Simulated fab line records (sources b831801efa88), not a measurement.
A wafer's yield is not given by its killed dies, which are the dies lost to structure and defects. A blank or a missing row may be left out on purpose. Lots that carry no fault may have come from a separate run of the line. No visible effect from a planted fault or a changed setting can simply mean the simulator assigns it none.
Which of the tools did it? / flow gf180mcu / Sampling: 14 lots, 42 wafers, 5 of 602 route steps

== WHAT THE GAUGES SHOWED, per wafer ==
GF_DUAL_GATE_OVL_MEAS_11.
lot=L830; measured=day 8 09:23; on=overlay-01; DUAL_GATE_OVL (nm)=-1.0 0.3 -1.1
lot=L831; measured=day 8 12:32; on=overlay-02; DUAL_GATE_OVL (nm)=-2.0 -2.1 -2.5
lot=L834; measured=day 9 09:50; on=overlay-02; DUAL_GATE_OVL (nm)=- - -
lot=L835; measured=day 9 19:29; on=overlay-02; DUAL_GATE_OVL (nm)=- - -
lot=L837; measured=day 10 05:56; on=overlay-02; DUAL_GATE_OVL (nm)=-0.5 0.1 -0.4
lot=L842; measured=day 11 17:49; on=overlay-02; DUAL_GATE_OVL (nm)=1.5 0.3 1.5
lot=L843; measured=day 11 22:47; on=overlay-01; DUAL_GATE_OVL (nm)=1.7 -0.6 -0.6
lot=L845; measured=day 12 17:40; on=overlay-01; DUAL_GATE_OVL (nm)=2.1 1.0 0.7
lot=L846; measured=day 12 22:58; on=overlay-01; DUAL_GATE_OVL (nm)=-0.3 -1.0 -0.6
lot=L847; measured=day 13 07:40; on=overlay-01; DUAL_GATE_OVL (nm)=-1.3 -0.5 -3.0
lot=L848; measured=day 13 14:35; on=overlay-02; DUAL_GATE_OVL (nm)=-2.9 -1.8 -2.9
lot=L851; measured=day 14 08:56; on=overlay-01; DUAL_GATE_OVL (nm)=1.6 1.3 -0.6
lot=L852; measured=day 14 16:58; on=overlay-01; DUAL_GATE_OVL (nm)=-0.1 -0.8 0.1
lot=L853; measured=day 15 01:23; on=overlay-02; DUAL_GATE_OVL (nm)=-1.7 -2.2 -2.3

GF_CONTACT_RS_MEAS_25: measurement is done with a four-point probe.
lot=L830; measured=day 16 05:18; on=film-metro-04; CONTACT_W_RS (ohm/sq)=0.385 0.388 0.385
lot=L831; measured=day 16 15:42; on=film-metro-03; CONTACT_W_RS (ohm/sq)=0.383 0.378 0.385
lot=L837; measured=day 18 17:11; on=film-metro-04; CONTACT_W_RS (ohm/sq)=0.399 0.390 0.391
lot=L842; measured=day 20 17:46; on=film-metro-04; CONTACT_W_RS (ohm/sq)=0.385 0.383 0.376
lot=L843; measured=day 20 21:05; on=film-metro-03; CONTACT_W_RS (ohm/sq)=0.387 0.384 0.387
lot=L845; measured=day 21 22:41; on=film-metro-01; CONTACT_W_RS (ohm/sq)=0.381 0.390 0.379
lot=L846; measured=day 22 02:04; on=film-metro-01; CONTACT_W_RS (ohm/sq)=0.383 0.378 0.383
lot=L847; measured=day 22 14:38; on=film-metro-01; CONTACT_W_RS (ohm/sq)=0.397 0.394 0.395
lot=L848; measured=day 22 18:33; on=film-metro-01; CONTACT_W_RS (ohm/sq)=0.376 0.390 0.382
lot=L851; measured=day 23 14:56; on=film-metro-01; CONTACT_W_RS (ohm/sq)=0.379 0.385 0.385
lot=L852; measured=day 23 22:29; on=film-metro-01; CONTACT_W_RS (ohm/sq)=0.379 0.388 0.378
lot=L853; measured=day 24 08:34; on=film-metro-01; CONTACT_W_RS (ohm/sq)=0.392 0.387 0.389

GF_V1_THK_MEAS_03.
lot=L830; measured=day 17 06:13; on=film-metro-01; V1_CVD_02_THK (nm)=837 857 860
lot=L831; measured=day 17 16:46; on=film-metro-03; V1_CVD_02_THK (nm)=856 835 849
lot=L837; measured=day 19 18:52; on=film-metro-01; V1_CVD_02_THK (nm)=841 853 847
lot=L842; measured=day 21 18:34; on=film-metro-01; V1_CVD_02_THK (nm)=845 853 871
lot=L843; measured=day 21 23:08; on=film-metro-02; V1_CVD_02_THK (nm)=843 843 857
lot=L845; measured=day 22 23:57; on=film-metro-02; V1_CVD_02_THK (nm)=827 836 850
lot=L846; measured=day 23 02:47; on=film-metro-01; V1_CVD_02_THK (nm)=857 852 866
lot=L847; measured=day 23 15:04; on=film-metro-02; V1_CVD_02_THK (nm)=867 846 872
lot=L848; measured=day 23 19:01; on=film-metro-01; V1_CVD_02_THK (nm)=847 831 840
lot=L851; measured=day 24 15:01; on=film-metro-03; V1_CVD_02_THK (nm)=856 848 871
lot=L852; measured=day 24 21:59; on=film-metro-01; V1_CVD_02_THK (nm)=838 857 862
lot=L853; measured=day 25 07:34; on=film-metro-02; V1_CVD_02_THK (nm)=862 838 861

== EACH LOT AND THE TOOL THAT RAN IT (in order: tool; ch and the chambers of the sampled wafers; start) ==
lot=L830; GF_DUAL_GATE_COAT_06=litho-track-01 ch 0, day 8 00:38; GF_M1_SPUTTER_01=pvd-sputter-03, day 16 05:53
lot=L831; GF_DUAL_GATE_COAT_06=litho-track-02 ch 0, day 8 03:52; GF_M1_SPUTTER_01=pvd-sputter-01, day 16 16:17
lot=L834; GF_DUAL_GATE_COAT_06=litho-track-01, day 9 01:17; GF_M1_SPUTTER_01=-
lot=L835; GF_DUAL_GATE_COAT_06=litho-track-02, day 9 10:43; GF_M1_SPUTTER_01=-
lot=L837; GF_DUAL_GATE_COAT_06=litho-track-02 ch 0, day 9 21:19; GF_M1_SPUTTER_01=pvd-sputter-02, day 18 17:44
lot=L842; GF_DUAL_GATE_COAT_06=litho-track-03 ch 0, day 11 08:32; GF_M1_SPUTTER_01=pvd-sputter-03, day 20 18:21
lot=L843; GF_DUAL_GATE_COAT_06=litho-track-03 ch 0, day 11 13:26; GF_M1_SPUTTER_01=pvd-sputter-03, day 20 21:40
lot=L845; GF_DUAL_GATE_COAT_06=litho-track-01 ch 0, day 12 07:50; GF_M1_SPUTTER_01=pvd-sputter-02, day 21 23:13
lot=L846; GF_DUAL_GATE_COAT_06=litho-track-02 ch 0, day 12 13:14; GF_M1_SPUTTER_01=pvd-sputter-01, day 22 02:38
lot=L847; GF_DUAL_GATE_COAT_06=litho-track-01 ch 0, day 12 21:44; GF_M1_SPUTTER_01=pvd-sputter-03, day 22 15:13
lot=L848; GF_DUAL_GATE_COAT_06=litho-track-01 ch 0, day 13 04:17; GF_M1_SPUTTER_01=pvd-sputter-03, day 22 19:08
lot=L851; GF_DUAL_GATE_COAT_06=litho-track-02 ch 0, day 13 22:04; GF_M1_SPUTTER_01=pvd-sputter-01, day 23 15:31
lot=L852; GF_DUAL_GATE_COAT_06=litho-track-03 ch 0, day 14 05:34; GF_M1_SPUTTER_01=pvd-sputter-03, day 23 23:04
lot=L853; GF_DUAL_GATE_COAT_06=litho-track-02 ch 0, day 14 14:35; GF_M1_SPUTTER_01=pvd-sputter-01, day 24 09:05
- GF_DUAL_GATE_COAT_06: resist thk 1000 nm.
- GF_M1_SPUTTER_01: material TiN, target thk 30 nm, time 25 s.

== WHAT THE TOOLS THEMSELVES READ (means of the sampled wafers that have a number; where no wafer has one, the mark that the record gives instead) ==
GF_DUAL_GATE_COAT_06.
lot=L830; tool=litho-track-01; chill-plate-temp-C (C)=22.99; dispense-pressure-kPa (kPa)=45
lot=L831; tool=litho-track-02; chill-plate-temp-C (C)=22.97; dispense-pressure-kPa (kPa)=55
lot=L834; tool=litho-track-01; chill-plate-temp-C (C)=-; dispense-pressure-kPa (kPa)=-
lot=L835; tool=litho-track-02; chill-plate-temp-C (C)=-; dispense-pressure-kPa (kPa)=-
lot=L837; tool=litho-track-02; chill-plate-temp-C (C)=23.04; dispense-pressure-kPa (kPa)=55
lot=L842; tool=litho-track-03; chill-plate-temp-C (C)=22.85; dispense-pressure-kPa (kPa)=52
lot=L843; tool=litho-track-03; chill-plate-temp-C (C)=23.12; dispense-pressure-kPa (kPa)=52
lot=L845; tool=litho-track-01; chill-plate-temp-C (C)=22.97; dispense-pressure-kPa (kPa)=45
lot=L846; tool=litho-track-02; chill-plate-temp-C (C)=23.20; dispense-pressure-kPa (kPa)=55
lot=L847; tool=litho-track-01; chill-plate-temp-C (C)=23.04; dispense-pressure-kPa (kPa)=45
lot=L848; tool=litho-track-01; chill-plate-temp-C (C)=22.92; dispense-pressure-kPa (kPa)=45
lot=L851; tool=litho-track-02; chill-plate-temp-C (C)=23.19; dispense-pressure-kPa (kPa)=55
lot=L852; tool=litho-track-03; chill-plate-temp-C (C)=23.20; dispense-pressure-kPa (kPa)=52
lot=L853; tool=litho-track-02; chill-plate-temp-C (C)=23.16; dispense-pressure-kPa (kPa)=55

GF_M1_SPUTTER_01.
lot=L830; tool=pvd-sputter-03; throttle-valve-pct (%)=30.3
lot=L831; tool=pvd-sputter-01; throttle-valve-pct (%)=30.2
lot=L837; tool=pvd-sputter-02; throttle-valve-pct (%)=28.4
lot=L842; tool=pvd-sputter-03; throttle-valve-pct (%)=29.8
lot=L843; tool=pvd-sputter-03; throttle-valve-pct (%)=29.7
lot=L845; tool=pvd-sputter-02; throttle-valve-pct (%)=28.4
lot=L846; tool=pvd-sputter-01; throttle-valve-pct (%)=29.8
lot=L847; tool=pvd-sputter-03; throttle-valve-pct (%)=30.1
lot=L848; tool=pvd-sputter-03; throttle-valve-pct (%)=29.8
lot=L851; tool=pvd-sputter-01; throttle-valve-pct (%)=30.6
lot=L852; tool=pvd-sputter-03; throttle-valve-pct (%)=28.8
lot=L853; tool=pvd-sputter-01; throttle-valve-pct (%)=30.2

== THE ANSWER, worked out from the rows above alone ==
Rule: the lots themselves supply what counts as usual. The widest of any qualifying gaps counts: lots, ordered by their means at a reading, are off when they make up no more than a third of the lots, leave a main group of 4 or more, and stand apart from it by 3 or more times the standard deviation of that group's means. If all means in a main group match to the digits the tables above print for the reading, that group is not used. A lot without any number at a reading at which 4 lots or more have one is off too. Where the step has rows for the other lots, those lots are counted as sound. The gauges are gone through in route order, then the tools' own readings, and for those a lot's mean is taken as printed above. At the first step where some lot is off, the reading lying furthest off is the one used; lots without a number count as furthest.
Off: L834, L835, at GF_DUAL_GATE_OVL_MEAS_11 (DUAL_GATE_OVL). Without a number there: L834, L835. Main group: mean -0.6 nm, sd 1.2.
If a tool, at a process step before that reading, ran all the lots that are off and no sound lot after the first of them, it fits. Not tried: the gauges at GF_DUAL_GATE_OVL_MEAS_11; whatever is off there is also off at GF_DUAL_GATE_COAT_06, on other tools, and gauge error can't account for it. Not one of the candidates tried fits.

== WHAT WAS PUT IN BY THE SIMULATOR ==
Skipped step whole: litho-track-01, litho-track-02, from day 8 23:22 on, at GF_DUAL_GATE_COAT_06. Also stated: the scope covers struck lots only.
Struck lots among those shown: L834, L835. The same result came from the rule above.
